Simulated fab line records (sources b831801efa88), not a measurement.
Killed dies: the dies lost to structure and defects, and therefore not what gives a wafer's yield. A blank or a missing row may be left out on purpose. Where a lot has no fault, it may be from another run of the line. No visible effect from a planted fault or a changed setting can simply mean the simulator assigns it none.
Chamber matching ; flow sky130 ; rieSi-01 running SKY_FIELD_ISO_ETCH_17: 4 sister chambers
The step etches Si in HBr/Cl2/O2, target depth 342 nm, time 97.7 s. 4 wafers are shown with their chamber, then 7 later ones without.

## WAFERS WITH THEIR CHAMBER
wafer;chamber;oesProductAu (a.u.)
L673.5;3;0.979
L679.5;2;1.007
L681.3;0;1.000
L681.5;1;0.995

## WAFERS MISSING THEIR CHAMBER
wafer;oesProductAu (a.u.)
L681.6;1.005
L683.1;1.008
L683.2;0.998
L683.4;1.002
L687.1;0.993
L687.5;1.000
L687.6;0.982

## WHICH CHAMBER EACH ONE RAN IN
wafer;from the rows above;in truth
L681.6;can't be placed: 2 or 0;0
L683.1;2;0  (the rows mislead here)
L683.2;can't be placed: 0 or 1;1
L683.4;can't be placed: 0 or 2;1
L687.1;1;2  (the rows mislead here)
L687.5;0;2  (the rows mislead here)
L687.6;3;3
1 of 7 placed correctly. From these rows, 3 cannot be placed; in 2 the true chamber is one of the candidates. Wrongly placed: 3.
How it was worked out, from the rows above alone: a wafer's distance from a chamber is the root of the sum, over the readings, of the square of ((its reading less the chamber's mean) divided by the reading's scatter). If the next closest chamber is less than 2 further off than the closest, the wafer can't be placed; otherwise it belongs to the closest. Each chamber's mean is taken over the wafers shown for it. The scatter: with one shown wafer a chamber, the root of the mean of the squares of how far each hidden wafer lies from its nearest shown one.
